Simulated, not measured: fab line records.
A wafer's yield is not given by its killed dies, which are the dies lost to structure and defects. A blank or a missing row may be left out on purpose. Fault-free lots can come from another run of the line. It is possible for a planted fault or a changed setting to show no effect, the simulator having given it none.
Comparing a struck lot with a sound one    flow sky130    15 out of 708 route steps
Sound: wafers L803.1, L803.2, L803.5. Struck: wafers L792.1, L792.6. (L792.3 of the same lot was not struck and is left out.) The cause comes at the end.
Each step with rows lists, per side, the tool, then ch with its chambers, then its first start. Under that, the readings that differ: sound wafers    struck wafers    difference of the means    sigmas: that difference in standard deviations of wafers without a fault.
alike: same words and numbers on both sides, and readings whose means sit less than 2 such deviations apart. not compared: any withheld reading, any reading some wafer has no value for, any bound like >300 that may hide the same value, and any number with overlapping values for which the record gives no deviation.
The two part at a step that has a row with sigmas, a row that says differs or no value, or rows on one side only. Numbers that don't overlap but have no deviation are shown without sigmas and don't part them. A reading that every wafer of one side lacks parts them only if that side has two wafers or more.

first, 7 steps without rows for these wafers: SKY_METAL3_HMDS_06 (prime time 60 s); SKY_METAL3_COAT_07 (resist thk 60 nm); SKY_METAL3_COAT_08 (resist thk 1140 nm); SKY_METAL3_SOFTBAKE_09 (time 90 s); SKY_METAL3_EXPOSE_10 (exposes mask MM3, target cd 300 nm); SKY_METAL3_PEB_11; SKY_METAL3_DEVELOP_12 (develop time 60 s).
SKY_METAL3_CD_MEAS_13: target cd 300 nm.
  sound on cd sem-01, day 44 02:05; struck on cd sem-02, day 40 20:35
  alike: cd nm
SKY_METAL3_OVL_MEAS_14:
  sound on overlay-01, day 44 02:12; struck on overlay-02, day 40 20:42
  alike: METAL3_OVL
SKY_METAL3_DESCUM_15: chemistry O2, time 8 s.
  sound on rie metal-01 ch 0, day 44 02:14; struck on rie metal-02 ch 0,1, day 40 20:44
  alike: drypump motor current A, he backside leak sccm, oes product au
  not compared: rf hours counter h
SKY_METAL3_ETCH_16: etches BARC in N2/H2, stops on SiO2, time 88.2 s, target depth 60 nm.
  sound on rie metal-01 ch 0, day 44 02:18; struck on rie metal-02 ch 0,1, day 40 20:46
  alike: bias w, drypump motor current A, he backside leak sccm, oes product au, throttle valve pct
  not compared: rf hours counter h
SKY_METAL3_ETCH_17: etches SiO2 in C4F8/O2/Ar, stops on TiN, time 3.9 s, target depth 15 nm.
  sound on rie diel-04 ch 0,1, day 44 02:30; struck on rie diel-04 ch 2, day 40 20:52
  alike: bias w, oes product au
  not compared: rf hours counter h
SKY_METAL3_METAL_ETCH_18: etches the open film in Cl2/BCl3, stops on SiO2, target depth 845 nm, time 183.1 s.
  sound on rie metal-03 ch 0,1, day 44 02:31; struck on rie metal-03 ch 0, day 40 20:53
reading     sound              struck       difference  sigmas
bias w (W)  48.38 48.31 48.35  47.00 46.91  -1.39       -10
  alike: bcl3 flow sccm, drypump motor current A, he backside leak sccm, mfc cl2 sccm, oes product au, throttle valve pct
  not compared: rf hours counter h
SKY_METAL3_STRIP_19: strips in O2/N2.
  sound on plasma asher-01 ch 0,1, day 44 02:45; struck on plasma asher-03 ch 0, day 40 21:04
  alike: drypump motor current A, oes product au, strip time to endpoint s
  not compared: rf hours counter h
-- the record jumps here: 7 days lie between the struck wafers' starts before and after (it left off in module METAL3 and takes up again in module PAD_OPEN, whose first step shown is number 708 of the route) --
SKY_PAD_OPEN_PROBE_99:
  the record has rows for the struck wafers here (prober-01, day 47 17:20) and none for the sound ones

== WHERE THEY PART ==
Last at SKY_PAD_OPEN_PROBE_99 as far as this record goes, first at SKY_METAL3_METAL_ETCH_18.

WHY: what the simulator had put in
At SKY_METAL3_METAL_ETCH_18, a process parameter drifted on rie metal-03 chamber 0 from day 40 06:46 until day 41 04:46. The setting bias w was moved by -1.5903, starting from 48.5. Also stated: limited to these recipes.
